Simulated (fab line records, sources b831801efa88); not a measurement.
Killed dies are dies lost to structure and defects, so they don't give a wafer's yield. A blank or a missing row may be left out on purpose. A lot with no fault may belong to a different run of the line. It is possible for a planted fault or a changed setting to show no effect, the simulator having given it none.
Problem report in the 8D (eight disciplines) form, filled by code -- flow sfq line -- the parts of the form that need people (team, actions taken, sign-off) are left out

## 1. THE ISSUE
cd nm at SFQ_TRILAYER_JJ_CE_METRO_MEASURE_117 reads a mean of 693.5 nm on 6 wafers of 2 lots; wafers without a fault read 699.9 nm with a standard deviation of 1.2. That puts it -5.4 standard deviations away from the usual mean.
Seen first at day 66 01:14 on cd sem-01, wafer L472.2. The record has a number at this step for 42 wafers belonging to 14 lots. Rule for "out", or "out of limits": more than 4 standard deviations from the usual mean. The rest of the wafers with a number are treated as sound.

## 2. WHAT IT IS; WHAT IT IS NOT
question,is,is not
which readings at this step,cd nm,-
which lots,"L472, L473","L462, L463, L469, L476, L477, L478, L479, L481, L482, L483, L484, L485"
which wafers of those lots,all that have a number,-
read on which tools,"cd sem-01, cd sem-02",-
when,from day 66 01:14,"up to then (9 sound wafers); but 27 sound wafers of L476, L477, L478, L479, L481, L482, L483, L484, L485 came after"

## 3. SUSPECTS, AND WHAT RULES EACH OUT
Counting: a tool at a process step up to the reading stays a suspect if it ran every lot that is out and no sound lot after the first of them.
- litho track-04 at SFQ_TRILAYER_JJ_CE_LITHO_COAT_114 (resist thk 600 nm): ruled out as a lasting fault. Following L472 (day 61 00:34), the first lot on it that is out, the sound lots L482, L484 were run on it.
Left after counting: nothing in the record.

## 4. THE CAUSE (what the simulator had put in)
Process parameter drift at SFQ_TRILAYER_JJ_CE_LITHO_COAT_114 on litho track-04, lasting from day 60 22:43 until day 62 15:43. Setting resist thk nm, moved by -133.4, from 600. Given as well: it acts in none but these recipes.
Counting ruled it out, wrongly: the rule takes a fault to strike every lot that its tool runs from its start on, and this one did not.

## 5. SEQUENCE OF EFFECTS, ordered by route
Each row: a reading where the mean over the struck wafers with a number is more than 3 standard deviations away from the usual. Only readings whose record carries a usual standard deviation are examined. hours: median over the lots of the time between each lot's start at the first step of this table that gives one and its start at this step. sigmas: the change, counted in usual standard deviations.
hours,step,reading,usual,on struck wafers,change,sigmas
0,SFQ_TRILAYER_JJ_CE_METRO_MEASURE_117,cd nm,699.9 nm,693.5,-6.4,-5.4
Process steps it contains:
- SFQ_TRILAYER_JJ_CE_METRO_MEASURE_117

## 6. HOW IT WOULD HAVE BEEN CAUGHT EARLIER
The fault began at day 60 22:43; the first out-of-limits reading in this record came at day 66 01:14, 123 hours later.
